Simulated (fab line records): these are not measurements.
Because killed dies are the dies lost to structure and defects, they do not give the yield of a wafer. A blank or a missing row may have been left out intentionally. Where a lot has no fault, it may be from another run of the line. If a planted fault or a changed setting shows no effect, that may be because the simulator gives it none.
fab line records -- flow sky130
record lots=12, wafers=36, last_day=50
route steps=708 shown VT_ADJUST_PCH@153 SONOS_ONO@168 POLY_GATE@230 PAD_OPEN@708
lots with no fault: from the same line, run without faults
start_h: start of the lot's first displayed wafer, in hours after the record's first day -- wait_h: how many hours have passed since the lot's step before this one -- " the same as in the row above -- L1.1+2: a single row standing in for several wafers -- - either no value or no given start -- * or withheld: withheld -- < > ~ a bound
route shown NAME@n: a module of which the file shows steps, and the number in the route of the first -- usual: average and standard deviation across the fault-free wafers -- same: alike in all rows -- chamber/n: place in a boat -- sites: readings site by site -- _std_site: their standard deviation -- _edge_site: mean of outer sites minus mean of inner sites -- radius_mm: how far each site lies from the wafer's centre -- mask NAME#n: copy n -- behind: the tool/chamber that last shaped the wafer -- hold: why the lot was held/for how many hours/how that ended -- device: whichever transistor did not switch (one of n, p or np) -- end of line: the route-end tests of the same wafers -- a step with no rows: only its recipe -- killed: the dies lost at the first sort to structure and to defects; this is not the yield of the wafer -- map: dies across one wafer; x = killed, . = not, _ = none there
set.NAME: the setting the step ran with; set.NAME@STEP: the setting that earlier step ran with -- model.NAME: the simulator's own value behind a step, which no gauge read
the route's steps for a sample of lots (tables are steps, rows are wafers)
services: from which hour (start_h, from the record's first day; less than 0 if before it) a tool's chamber was out of use, for how many hours, and why
## steps
# step SKY_VT_ADJUST_PCH_TW_MEAS_10
# usual VT_ADJUST_PCH_TW=141.6/1.1
lot.wafer,tool,chamber,start_h,wait_h,VT_ADJUST_PCH_TW
L280.1,film_metro-03,-,222.42,0.1,142.5
L280.2,film_metro-03,-,222.42,0.1,142.5
L280.5,film_metro-03,-,222.42,0.1,142.7
L285.2,film_metro-01,-,255.64,0.1,141.4
L285.4,film_metro-01,-,255.64,0.1,141.2
L285.5,film_metro-01,-,255.64,0.1,142.0
L286.2,film_metro-01,-,266.08,0.1,141.5
L286.3,film_metro-01,-,266.08,0.1,140.8
L286.4,film_metro-01,-,266.08,0.1,141.8
L287.1,film_metro-01,-,275.07,0.1,141.7
L287.3,film_metro-01,-,275.07,0.1,142.0
L287.4,film_metro-01,-,275.07,0.1,141.1
L288.1,film_metro-03,-,278.87,0.1,142.9
L288.2,film_metro-03,-,278.87,0.1,142.6
L288.5,film_metro-03,-,278.87,0.1,142.6
L295.2,film_metro-01,-,334.33,0.1,140.7
L295.4,film_metro-01,-,334.33,0.1,140.5
L295.6,film_metro-01,-,334.33,0.1,141.0
L296.1,film_metro-03,-,349.67,0.1,142.2
L296.2,film_metro-03,-,349.67,0.1,142.9
L296.6,film_metro-03,-,349.67,0.1,143.3
L297.1,film_metro-03,-,353.38,0.1,142.6
L297.2,film_metro-03,-,353.38,0.1,142.0
L297.3,film_metro-03,-,353.38,0.1,142.8
L299.2,film_metro-01,-,365.74,0.1,140.8
L299.3,film_metro-01,-,365.74,0.1,140.5
L299.4,film_metro-01,-,365.74,0.1,141.2
L300.2,film_metro-02,-,371.58,0.1,140.9
L300.3,film_metro-02,-,371.58,0.1,140.3
L300.5,film_metro-02,-,371.58,0.1,141.7
L302.1,film_metro-01,-,392.88,0.1,139.8
L302.3,film_metro-01,-,392.88,0.1,140.2
L302.5,film_metro-01,-,392.88,0.1,138.9
L303.1,film_metro-02,-,405.52,0.1,141.3
L303.4,film_metro-02,-,405.52,0.1,141.0
L303.6,film_metro-02,-,405.52,0.1,141.1
# step SKY_SONOS_ONO_OXIDATION_00
# recipe temp_c=800, ambient=O2, idle_temp_c=700, ramp_up_c_per_min=10, ramp_down_c_per_min=3, stabilise_s=600, purge_s=300, target_thk_a=26, ox_time_s=1249
# usual zone_power_bottom_pct=21.8/0.38, zone_power_lower_pct=15.1/1.2
lot.wafer,tool,chamber,start_h,wait_h,zone_power_bottom_pct,zone_power_lower_pct
L280.1,furnace-02,0,245.10,0.8,22.6,16.6
L280.2,furnace-02,0,245.10,0.8,22.2,16.5
L280.5,furnace-02,0,245.10,0.8,21.8,16.5
L285.2,furnace-01,0,280.20,0.1,21.9,14.1
L285.4,furnace-01,0,280.20,0.1,21.7,14.1
L285.5,furnace-01,0,280.20,0.1,21.6,14.1
L286.2,furnace-01,0,292.19,1.5,21.3,14.0
L286.3,furnace-01,0,292.19,1.5,21.4,13.8
L286.4,furnace-01,0,292.19,1.5,21.7,14.0
L287.1,furnace-01,0,302.53,2.1,21.6,14.1
L287.3,furnace-01,0,302.53,2.1,21.3,13.8
L287.4,furnace-01,0,302.53,2.1,21.6,14.0
L288.1,furnace-01,0,305.13,1.1,21.4,14.0
L288.2,furnace-01,0,305.13,1.1,21.6,14.0
L288.5,furnace-01,0,305.13,1.1,21.3,13.8
L295.2,furnace-02,0,363.61,1.1,21.9,16.4
L295.4,furnace-02,0,363.61,1.1,21.9,16.5
L295.6,furnace-02,0,363.61,1.1,22.2,16.6
L296.1,furnace-02,0,380.14,1.9,21.8,16.5
L296.2,furnace-02,0,380.14,1.9,22.6,16.5
L296.6,furnace-02,0,380.14,1.9,22.0,16.5
L297.1,furnace-01,0,383.62,2.0,21.6,13.8
L297.2,furnace-01,0,383.62,2.0,21.7,13.9
L297.3,furnace-01,0,383.62,2.0,21.8,14.0
L299.2,furnace-02,0,394.57,0.0,22.0,16.4
L299.3,furnace-02,0,394.57,0.0,22.4,16.5
L299.4,furnace-02,0,394.57,0.0,22.1,16.4
L300.2,furnace-01,0,402.37,1.1,21.5,14.0
L300.3,furnace-01,0,402.37,1.1,21.2,14.0
L300.5,furnace-01,0,402.37,1.1,21.9,13.9
L302.1,furnace-01,0,423.14,0.0,21.2,14.2
L302.3,furnace-01,0,423.14,0.0,21.6,13.7
L302.5,furnace-01,0,423.14,0.0,21.4,14.0
L303.1,furnace-01,0,436.54,0.0,21.3,13.8
L303.4,furnace-01,0,436.54,0.0,21.4,13.7
L303.6,furnace-01,0,436.54,0.0,21.4,14.1
# step SKY_SONOS_ONO_THK_MEAS_01
# recipe reads=SiO2_of_SONOS_ONO_OXIDATION_00
# usual SONOS_ONO_OXIDATION_THK=2.59/0.056
lot.wafer,tool,chamber,start_h,wait_h,SONOS_ONO_OXIDATION_THK[nm]
L280.1,film_metro-04,-,246.45,0.0,2.58
L280.2,film_metro-04,-,246.45,0.0,2.56
L280.5,film_metro-04,-,246.45,0.0,2.51
L285.2,film_metro-03,-,281.56,0.0,2.48
L285.4,film_metro-03,-,281.56,0.0,2.51
L285.5,film_metro-03,-,281.56,0.0,2.49
L286.2,film_metro-04,-,293.55,0.0,2.89
L286.3,film_metro-04,-,293.55,0.0,2.85
L286.4,film_metro-04,-,293.55,0.0,2.82
L287.1,film_metro-04,-,303.88,0.0,2.80
L287.3,film_metro-04,-,303.88,0.0,2.79
L287.4,film_metro-04,-,303.88,0.0,2.83
L288.1,film_metro-03,-,306.47,0.0,2.87
L288.2,film_metro-03,-,306.47,0.0,2.85
L288.5,film_metro-03,-,306.47,0.0,2.76
L295.2,film_metro-03,-,364.96,0.0,2.60
L295.4,film_metro-03,-,364.96,0.0,2.61
L295.6,film_metro-03,-,364.96,0.0,2.54
L296.1,film_metro-02,-,381.49,0.0,2.56
L296.2,film_metro-02,-,381.49,0.0,2.56
L296.6,film_metro-02,-,381.49,0.0,2.64
L297.1,film_metro-03,-,384.97,0.0,2.68
L297.2,film_metro-03,-,384.97,0.0,2.60
L297.3,film_metro-03,-,384.97,0.0,2.66
L299.2,film_metro-03,-,395.93,0.0,2.62
L299.3,film_metro-03,-,395.93,0.0,2.57
L299.4,film_metro-03,-,395.93,0.0,2.55
L300.2,film_metro-02,-,403.73,0.0,2.60
L300.3,film_metro-02,-,403.73,0.0,2.57
L300.5,film_metro-02,-,403.73,0.0,2.56
L302.1,film_metro-04,-,424.49,0.0,2.69
L302.3,film_metro-04,-,424.49,0.0,2.61
L302.5,film_metro-04,-,424.49,0.0,2.61
L303.1,film_metro-02,-,437.88,0.0,2.50
L303.4,film_metro-02,-,437.88,0.0,2.48
L303.6,film_metro-02,-,437.88,0.0,2.57
# step SKY_SONOS_ONO_THK_MEAS_03
# recipe reads=Si3N4_of_SONOS_ONO_CVD_02
# usual SONOS_ONO_CVD_02_THK=10.61/0.12
lot.wafer,tool,chamber,start_h,wait_h,SONOS_ONO_CVD_02_THK[nm]
L280.1,film_metro-03,-,247.78,0.0,10.56
L280.2,film_metro-03,-,247.78,0.0,10.51
L280.5,film_metro-03,-,247.78,0.0,10.62
L285.2,film_metro-03,-,282.67,0.0,10.56
L285.4,film_metro-03,-,282.67,0.0,10.64
L285.5,film_metro-03,-,282.67,0.0,10.51
L286.2,film_metro-02,-,296.31,0.0,10.60
L286.3,film_metro-02,-,296.31,0.0,10.66
L286.4,film_metro-02,-,296.31,0.0,10.66
L287.1,film_metro-03,-,307.99,0.0,10.63
L287.3,film_metro-03,-,307.99,0.0,10.59
L287.4,film_metro-03,-,307.99,0.0,10.63
L288.1,film_metro-04,-,308.05,0.1,10.55
L288.2,film_metro-04,-,308.05,0.1,10.82
L288.5,film_metro-04,-,308.05,0.1,10.70
L295.2,film_metro-03,-,367.28,0.0,10.60
L295.4,film_metro-03,-,367.28,0.0,10.66
L295.6,film_metro-03,-,367.28,0.0,10.64
L296.1,film_metro-03,-,382.60,0.0,10.73
L296.2,film_metro-03,-,382.60,0.0,10.51
L296.6,film_metro-03,-,382.60,0.0,10.47
L297.1,film_metro-02,-,386.52,0.0,10.60
L297.2,film_metro-02,-,386.52,0.0,10.63
L297.3,film_metro-02,-,386.52,0.0,10.57
L299.2,film_metro-02,-,397.04,0.0,10.94
L299.3,film_metro-02,-,397.04,0.0,11.01
L299.4,film_metro-02,-,397.04,0.0,10.85
L300.2,film_metro-04,-,407.93,0.0,10.45
L300.3,film_metro-04,-,407.93,0.0,10.45
L300.5,film_metro-04,-,407.93,0.0,10.53
L302.1,film_metro-03,-,425.60,0.0,10.60
L302.3,film_metro-03,-,425.60,0.0,10.76
L302.5,film_metro-03,-,425.60,0.0,10.68
L303.1,film_metro-03,-,438.99,0.0,10.61
L303.4,film_metro-03,-,438.99,0.0,10.51
L303.6,film_metro-03,-,438.99,0.0,10.63
# step SKY_POLY_GATE_ETCH_16
# recipe stop_on=poly-Si, chemistry=CH3F/O2, target=Si3N4, source_w=400, bias_w=80, pressure_mtorr=25, ch3f_flow_sccm=40, O2_flow_sccm=30, time_s=147.5, target_depth_a=750
# usual drypump_motor_current_A=5.7/0.52, oes_product_au=0.643/0.0051, throttle_valve_pct=10.535/0.0087
lot.wafer,tool,chamber,start_h,wait_h,drypump_motor_current_A,oes_product_au,rf_hours_counter_h,throttle_valve_pct
L280.1,rie_diel-02,2,358.67,0.0,5.7,0.647,6,10.542
L280.2,rie_diel-02,1,358.67,0.0,6.0,0.650,12,10.527
L280.5,rie_diel-02,0,358.67,0.0,4.8,0.643,-,10.530
L285.2,rie_diel-02,0,399.67,0.0,4.8,0.644,95,10.531
L285.4,rie_diel-02,3,399.67,0.0,5.9,0.638,6,10.536
L285.5,rie_diel-02,3,399.67,0.0,6.0,0.645,-,10.542
L286.2,rie_diel-04,3,417.22,0.0,6.0,0.643,35,10.552
L286.3,rie_diel-04,0,417.22,0.0,5.5,0.639,5,10.546
L286.4,rie_diel-04,1,417.22,0.0,6.5,0.643,83,10.532
L287.1,rie_diel-04,1,430.77,0.0,6.6,0.645,83,10.542
L287.3,rie_diel-04,0,430.77,0.0,5.5,0.643,5,10.545
L287.4,rie_diel-04,2,430.77,0.0,5.0,0.640,53,10.536
L288.1,rie_diel-03,3,433.28,0.0,4.8,0.644,52,10.543
L288.2,rie_diel-03,2,433.28,0.0,6.3,0.641,6,10.527
L288.5,rie_diel-03,1,433.28,0.0,6.0,0.647,-,10.534
L295.2,rie_diel-02,1,493.72,0.0,5.9,0.637,15,10.527
L295.4,rie_diel-02,2,493.72,0.0,5.8,0.647,-,10.531
L295.6,rie_diel-02,1,493.72,0.0,6.0,0.646,-,10.539
L296.1,rie_diel-04,1,514.07,0.0,6.6,0.636,85,10.544
L296.2,rie_diel-04,0,514.07,0.0,5.5,0.635,6,10.553
L296.6,rie_diel-04,0,514.07,0.0,5.5,0.637,-,10.534
L297.1,rie_diel-02,0,518.93,0.0,4.8,0.654,0,10.534
L297.2,rie_diel-02,1,518.93,0.0,5.9,0.649,15,10.541
L297.3,rie_diel-02,2,518.93,0.0,5.8,0.644,9,10.533
L299.2,rie_diel-03,2,528.47,0.0,6.3,0.642,7,10.515
L299.3,rie_diel-03,1,528.47,0.0,6.0,0.636,8,10.545
L299.4,rie_diel-03,0,528.47,0.0,5.5,0.628,1,10.528
L300.2,rie_diel-04,3,538.07,0.0,6.0,0.637,37,10.530
L300.3,rie_diel-04,0,538.07,0.0,5.5,0.645,7,10.530
L300.5,rie_diel-04,2,538.07,0.0,5.0,0.644,-,10.537
L302.1,rie_diel-02,2,555.13,0.0,5.8,0.641,10,10.533
L302.3,rie_diel-02,0,555.13,0.0,4.8,0.644,1,10.544
L302.5,rie_diel-02,1,555.13,0.0,5.9,0.636,-,10.538
L303.1,rie_diel-02,2,569.22,0.0,5.8,0.642,10,10.529
L303.4,rie_diel-02,3,569.22,0.0,5.9,0.643,8,10.528
L303.6,rie_diel-02,2,569.22,0.0,5.7,0.645,-,10.549
# step SKY_PAD_OPEN_PROBE_99
# usual killed_at_M0_to_M3=44/7.2, killed_at_M4_up=3.0/1.9, killed_at_contacts=25/4.8, killed_at_front_end=16/4.2, killed_at_other=0.2/0.44, killed_dies=88/9.3, killed_on_rim=17/3.6, killed_open=48/7.1, killed_short=40/6.5
# same gross_dies=492, killed_at_back_side=0
lot.wafer,tool,chamber,start_h,wait_h,killed_at_M0_to_M3,killed_at_M4_up,killed_at_contacts,killed_at_front_end,killed_at_other,killed_dies,killed_on_rim,killed_open,killed_short
L280.1,prober-02,-,1064.10,0.1,57,3,22,11,0,93,22,43,50
L280.2,prober-02,-,1064.15,0.1,42,2,32,12,0,88,20,53,35
L280.5,prober-02,-,1064.30,0.2,50,3,19,12,0,84,15,46,38
L285.2,prober-02,-,1098.46,0.1,62,5,20,13,0,100,17,57,43
L285.4,prober-02,-,1098.56,0.2,39,5,26,15,0,85,17,46,39
L285.5,prober-02,-,1098.61,0.2,46,0,25,15,0,86,16,52,34
L286.2,prober-02,-,1107.23,0.1,38,3,26,28,0,95,20,51,44
L286.3,prober-02,-,1107.28,0.2,54,4,27,16,0,101,14,43,58
L286.4,prober-02,-,1107.33,0.2,44,2,21,15,0,82,19,47,35
L287.1,prober-01,-,1114.40,0.1,45,4,19,8,0,76,12,45,31
L287.3,prober-01,-,1114.50,0.2,40,7,36,12,0,95,19,50,45
L287.4,prober-01,-,1114.55,0.2,33,3,25,11,0,72,10,43,29
L288.1,prober-02,-,1118.71,0.1,36,1,28,17,0,82,18,45,37
L288.2,prober-02,-,1118.76,0.1,48,6,33,18,0,105,25,59,46
L288.5,prober-02,-,1118.91,0.2,33,4,21,17,0,75,14,42,33
L295.2,prober-01,-,1154.15,0.1,43,2,24,16,0,85,13,45,40
L295.4,prober-01,-,1154.25,0.2,45,1,27,22,0,95,26,44,51
L295.6,prober-01,-,1154.35,0.2,36,3,23,21,0,83,18,44,39
L296.1,prober-02,-,1166.15,0.1,34,7,24,16,2,83,13,38,45
L296.2,prober-02,-,1166.20,0.1,41,6,31,7,0,85,14,41,44
L296.6,prober-02,-,1166.40,0.2,55,1,27,14,0,97,15,59,38
L297.1,prober-01,-,1168.52,0.1,37,5,19,18,0,79,15,33,46
L297.2,prober-01,-,1168.57,0.1,31,3,27,24,0,85,18,51,34
L297.3,prober-01,-,1168.62,0.2,45,5,17,20,0,87,19,51,36
L299.2,prober-01,-,1173.14,0.1,54,6,18,20,1,99,18,58,41
L299.3,prober-01,-,1173.19,0.2,34,1,27,22,0,84,13,39,45
L299.4,prober-01,-,1173.24,0.2,45,3,27,22,0,97,18,52,45
L300.2,prober-02,-,1181.60,0.1,55,6,23,14,1,99,16,61,38
L300.3,prober-02,-,1181.65,0.2,47,5,23,19,0,94,18,52,42
L300.5,prober-02,-,1181.75,0.2,48,6,26,7,0,87,16,49,38
L302.1,prober-01,-,1187.33,0.1,39,4,24,17,0,84,15,52,32
L302.3,prober-01,-,1187.43,0.2,41,0,25,13,0,79,11,45,34
L302.5,prober-01,-,1187.53,0.2,34,4,27,12,0,77,15,34,43
L303.1,prober-01,-,1196.50,0.1,52,0,20,17,0,89,15,43,46
L303.4,prober-01,-,1196.65,0.2,50,8,19,10,0,87,13,46,41
L303.6,prober-01,-,1196.75,0.2,39,1,18,16,0,74,13,45,29
# killed by level:class
L280.1 METAL2:geometric_particle:short=10 VIA1:geometric_particle:short=9 VIA1:geometric_particle:open=9 CONTACT:geometric_particle:open=6 CONTACT:geometric_particle:short=6 VIA2:geometric_particle:open=6 VIA3:geometric_particle:open=6 METAL1:geometric_particle:short=6
L280.2 CONTACT:geometric_particle:open=12 VIA1:geometric_particle:open=10 LI_CONTACT:geometric_particle:open=8 METAL2:geometric_particle:short=8 VIA3:geometric_particle:short=6 VIA3:geometric_particle:open=6 POLY_GATE:geometric_particle:open=5 LI_CONTACT:geometric_particle:short=5
L280.5 VIA1:geometric_particle:open=12 CONTACT:geometric_particle:open=10 VIA3:geometric_particle:open=9 VIA1:geometric_particle:short=7 METAL2:geometric_particle:short=6 LI_CONTACT:geometric_particle:open=5 SPACER:geometric_particle:short=4 METAL1:geometric_particle:short=4
L285.2 VIA1:geometric_particle:open=18 LI_CONTACT:geometric_particle:open=8 METAL1:geometric_particle:short=7 VIA1:geometric_particle:short=7 VIA2:geometric_particle:open=7 METAL2:geometric_particle:short=6 CONTACT:geometric_particle:open=6 VIA3:geometric_particle:open=5
L285.4 VIA1:geometric_particle:open=14 LI_CONTACT:geometric_particle:short=6 LI_CONTACT:geometric_particle:open=6 CONTACT:geometric_particle:open=6 VIA2:geometric_particle:open=6 FIELD_ISO:geometric_particle:short=5 VIA3:geometric_particle:open=5 FIELD_ISO:geometric_particle:open=4
L285.5 CONTACT:geometric_particle:open=14 VIA3:geometric_particle:open=10 VIA1:geometric_particle:open=8 VIA1:geometric_particle:short=5 METAL2:geometric_particle:short=5 METAL1:geometric_particle:short=4 POLY_GATE:geometric_particle:short=3 LI_CONTACT:geometric_particle:open=3
L286.2 CONTACT:geometric_particle:open=11 VIA1:geometric_particle:open=9 LI_CONTACT:geometric_particle:open=7 POLY_GATE:geometric_particle:short=6 METAL2:geometric_particle:short=6 POLY_GATE:geometric_particle:open=5 FIELD_ISO:geometric_particle:short=4 METAL1:geometric_particle:short=4
L286.3 LI_CONTACT:geometric_particle:open=9 VIA2:geometric_particle:short=9 VIA1:geometric_particle:open=8 VIA2:geometric_particle:open=8 METAL1:geometric_particle:short=7 CONTACT:geometric_particle:open=7 LOCAL_INTERCONNECT:geometric_particle:short=5 VIA1:geometric_particle:short=5
L286.4 VIA3:geometric_particle:open=7 VIA2:geometric_particle:open=7 CONTACT:geometric_particle:open=7 VIA1:geometric_particle:short=7 FIELD_ISO:geometric_particle:open=6 LI_CONTACT:geometric_particle:open=6 VIA1:geometric_particle:open=6 LOCAL_INTERCONNECT:geometric_particle:short=5
L287.1 CONTACT:geometric_particle:open=10 VIA1:geometric_particle:open=9 VIA1:geometric_particle:short=6 LI_CONTACT:geometric_particle:open=5 VIA3:geometric_particle:open=5 VIA2:geometric_particle:open=5 VIA3:geometric_particle:short=5 FIELD_ISO:geometric_particle:open=4
L287.3 LI_CONTACT:geometric_particle:open=15 CONTACT:geometric_particle:open=7 VIA3:geometric_particle:open=7 METAL4:geometric_particle:short=7 CONTACT:geometric_particle:short=6 VIA2:geometric_particle:short=6 FIELD_ISO:geometric_particle:open=5 LOCAL_INTERCONNECT:geometric_particle:short=5
L287.4 LI_CONTACT:geometric_particle:open=9 CONTACT:geometric_particle:open=8 VIA1:geometric_particle:open=8 FIELD_ISO:geometric_particle:short=6 VIA3:geometric_particle:open=5 VIA2:geometric_particle:open=5 LI_CONTACT:geometric_particle:short=3 VIA1:geometric_particle:short=3
L288.1 LI_CONTACT:geometric_particle:open=10 VIA1:geometric_particle:short=8 VIA2:geometric_particle:open=8 CONTACT:geometric_particle:short=7 POLY_GATE:geometric_particle:short=6 VIA1:geometric_particle:open=6 CONTACT:geometric_particle:open=5 FIELD_ISO:geometric_particle:open=4
L288.2 CONTACT:geometric_particle:open=13 LI_CONTACT:geometric_particle:open=11 METAL1:geometric_particle:short=11 VIA3:geometric_particle:open=8 FIELD_ISO:geometric_particle:open=6 VIA2:geometric_particle:open=6 METAL2:geometric_particle:short=6 CONTACT:geometric_particle:short=5
L288.5 CONTACT:geometric_particle:open=11 VIA2:geometric_particle:open=6 POLY_GATE:geometric_particle:short=6 VIA1:geometric_particle:open=6 FIELD_ISO:geometric_particle:short=5 METAL1:geometric_particle:short=5 METAL2:geometric_particle:short=5 VIA3:geometric_particle:open=5
L295.2 VIA3:geometric_particle:open=12 CONTACT:geometric_particle:open=8 LOCAL_INTERCONNECT:geometric_particle:short=7 VIA1:geometric_particle:short=5 VIA1:geometric_particle:open=5 VIA2:geometric_particle:open=5 FIELD_ISO:geometric_particle:short=4 FIELD_ISO:geometric_particle:open=3
L295.4 CONTACT:geometric_particle:short=8 LOCAL_INTERCONNECT:geometric_particle:short=8 VIA1:geometric_particle:open=8 CONTACT:geometric_particle:open=7 POLY_GATE:geometric_particle:open=6 VIA3:geometric_particle:open=6 FIELD_ISO:geometric_particle:open=5 METAL2:geometric_particle:short=5
L295.6 VIA1:geometric_particle:open=11 LI_CONTACT:geometric_particle:open=6 CONTACT:geometric_particle:open=6 METAL1:geometric_particle:short=6 METAL2:geometric_particle:short=5 FIELD_ISO:geometric_particle:open=5 LI_CONTACT:geometric_particle:short=5 VIA2:geometric_particle:short=5
L296.1 CONTACT:geometric_particle:open=9 METAL1:geometric_particle:short=7 VIA1:geometric_particle:open=6 FIELD_ISO:geometric_particle:open=5 POLY_GATE:geometric_particle:short=4 METAL4:geometric_particle:short=4 LOCAL_INTERCONNECT:geometric_particle:short=4 CONTACT:geometric_particle:short=4
L296.2 CONTACT:geometric_particle:open=11 CONTACT:geometric_particle:short=9 VIA2:geometric_particle:open=8 LI_CONTACT:geometric_particle:open=5 METAL1:geometric_particle:short=5 VIA1:geometric_particle:open=5 METAL3:geometric_particle:short=5 VIA2:geometric_particle:short=4
L296.6 VIA1:geometric_particle:open=14 CONTACT:geometric_particle:open=12 LI_CONTACT:geometric_particle:open=7 VIA2:geometric_particle:open=7 METAL2:geometric_particle:short=7 METAL1:geometric_particle:short=6 VIA1:geometric_particle:short=5 VIA3:geometric_particle:open=5
L297.1 VIA1:geometric_particle:open=7 METAL2:geometric_particle:short=7 CONTACT:geometric_particle:short=5 POLY_GATE:geometric_particle:short=5 LOCAL_INTERCONNECT:geometric_particle:short=5 VIA3:geometric_particle:open=5 FIELD_ISO:geometric_particle:open=4 SPACER:geometric_particle:short=4
L297.2 VIA1:geometric_particle:open=10 LI_CONTACT:geometric_particle:open=8 CONTACT:geometric_particle:short=8 CONTACT:geometric_particle:open=8 FIELD_ISO:geometric_particle:short=7 POLY_GATE:geometric_particle:open=5 VIA3:geometric_particle:open=5 FIELD_ISO:geometric_particle:open=3
L297.3 VIA1:geometric_particle:open=8 LI_CONTACT:geometric_particle:open=7 VIA2:geometric_particle:open=7 CONTACT:geometric_particle:open=6 FIELD_ISO:geometric_particle:short=5 METAL3:geometric_particle:short=5 VIA3:geometric_particle:open=5 FIELD_ISO:geometric_particle:open=4
L299.2 VIA1:geometric_particle:open=12 VIA2:geometric_particle:open=11 CONTACT:geometric_particle:open=10 FIELD_ISO:geometric_particle:open=9 METAL2:geometric_particle:short=7 FIELD_ISO:geometric_particle:short=6 METAL1:geometric_particle:short=6 VIA3:geometric_particle:open=5
L299.3 CONTACT:geometric_particle:open=10 CONTACT:geometric_particle:short=7 POLY_GATE:geometric_particle:open=6 LI_CONTACT:geometric_particle:open=6 METAL2:geometric_particle:short=6 FIELD_ISO:geometric_particle:short=5 METAL1:geometric_particle:short=5 VIA1:geometric_particle:short=4
L299.4 VIA1:geometric_particle:open=11 FIELD_ISO:geometric_particle:open=10 CONTACT:geometric_particle:open=8 FIELD_ISO:geometric_particle:short=7 METAL2:geometric_particle:short=7 LI_CONTACT:geometric_particle:open=6 LOCAL_INTERCONNECT:geometric_particle:short=6 VIA1:geometric_particle:short=6
L300.2 VIA1:geometric_particle:open=14 CONTACT:geometric_particle:open=12 VIA3:geometric_particle:open=11 METAL2:geometric_particle:short=8 METAL1:geometric_particle:short=6 FIELD_ISO:geometric_particle:open=5 VIA2:geometric_particle:open=5 CONTACT:geometric_particle:short=4
L300.3 VIA1:geometric_particle:open=12 CONTACT:geometric_particle:open=10 FIELD_ISO:geometric_particle:open=8 VIA2:geometric_particle:open=6 METAL1:geometric_particle:short=6 VIA3:geometric_particle:open=5 CONTACT:geometric_particle:short=5 METAL4:geometric_particle:short=5
L300.5 VIA2:geometric_particle:open=12 VIA1:geometric_particle:open=8 LI_CONTACT:geometric_particle:open=7 METAL1:geometric_particle:short=7 CONTACT:geometric_particle:open=7 LOCAL_INTERCONNECT:geometric_particle:short=6 VIA1:geometric_particle:short=5 CONTACT:geometric_particle:short=4
L302.1 CONTACT:geometric_particle:open=11 VIA1:geometric_particle:open=9 VIA2:geometric_particle:open=8 LI_CONTACT:geometric_particle:open=6 VIA2:geometric_particle:short=5 FIELD_ISO:geometric_particle:open=4 POLY_GATE:geometric_particle:open=4 METAL2:geometric_particle:short=4
L302.3 CONTACT:geometric_particle:open=14 VIA1:geometric_particle:open=8 VIA1:geometric_particle:short=7 VIA2:geometric_particle:short=6 CONTACT:geometric_particle:short=5 VIA3:geometric_particle:open=5 FIELD_ISO:geometric_particle:open=4 FIELD_ISO:geometric_particle:short=3
L302.5 CONTACT:geometric_particle:open=10 CONTACT:geometric_particle:short=7 VIA2:geometric_particle:short=6 VIA1:geometric_particle:open=6 VIA3:geometric_particle:open=6 VIA1:geometric_particle:short=4 METAL4:geometric_particle:short=4 VIA2:geometric_particle:open=4
L303.1 VIA2:geometric_particle:open=10 METAL1:geometric_particle:short=8 METAL2:geometric_particle:short=8 FIELD_ISO:geometric_particle:open=7 CONTACT:geometric_particle:open=7 VIA2:geometric_particle:short=7 LI_CONTACT:geometric_particle:open=6 VIA1:geometric_particle:open=6
L303.4 LI_CONTACT:geometric_particle:open=12 VIA1:geometric_particle:open=9 METAL4:geometric_particle:short=8 METAL1:geometric_particle:short=8 METAL2:geometric_particle:short=7 VIA2:geometric_particle:open=7 VIA3:geometric_particle:open=7 FIELD_ISO:geometric_particle:short=3
L303.6 CONTACT:geometric_particle:open=8 FIELD_ISO:geometric_particle:short=7 LI_CONTACT:geometric_particle:open=7 VIA1:geometric_particle:open=7 VIA2:geometric_particle:open=7 FIELD_ISO:geometric_particle:open=5 METAL1:geometric_particle:short=5 VIA3:geometric_particle:open=5
## services
tool,chamber,start_h,hours,kind
rie_diel-02,3,226.15,31.0,repair
rie_diel-04,-,227.07,0.4,repair
rie_diel-02,-,229.39,2.8,pm
furnace-01,-,253.32,4.2,pm
rie_diel-03,0,262.80,117.7,repair
furnace-01,-,283.35,1.2,repair
rie_diel-03,1,303.28,8.0,repair
rie_diel-03,3,329.61,10.3,repair
rie_diel-03,2,358.22,12.3,repair
rie_diel-03,3,390.46,1.8,repair
rie_diel-02,0,405.02,3.5,repair
rie_diel-03,0,407.41,1.5,repair
rie_diel-02,2,414.64,3.4,repair
rie_diel-02,-,423.66,14.6,pm
rie_diel-03,-,426.49,0.3,repair
furnace-02,-,460.98,2.9,pm
rie_diel-02,0,480.24,-,clean
rie_diel-02,0,480.24,21.4,scheduled_down
rie_diel-02,0,480.24,21.4,vent_cycle
furnace-02,-,488.37,3.1,pm
rie_diel-02,0,511.01,5.3,repair
rie_diel-02,-,515.39,0.9,repair
rie_diel-03,1,532.82,3.6,repair
rie_diel-02,3,546.28,8.9,repair
## key
first_sign step=SKY_SONOS_ONO_THK_MEAS_01, reading=SONOS_ONO_OXIDATION_THK, direction=up, sigmas=4.2, usual=2.59, struck=2.83
effect none on later readings
met_at SKY_SONOS_ONO_OXIDATION_00
struck_lots L286,L287,L288
tester_left_out L286,L287,L288
not_acting_at SKY_VT_ADJUST_PCH_TW_MEAS_10,SKY_SONOS_ONO_THK_MEAS_03,SKY_POLY_GATE_ETCH_16
onset_between 280.20 292.19
fault kind=process_parameter_drift, tool=furnace-01, chamber=-, onset_h=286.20, steps=SKY_SONOS_ONO_OXIDATION_00, channel=ox_time_s, offset=*, shape=step, end_h=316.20, acts_in=*, stated=*
# tester_left_out: of these lots the tester's yield and bins aren't shown, on N5 and GAA mostly nor the transistor test; their killed dies are dies lost to structure and defects alone, not to doping, threshold or leakage, so they don't give the yield
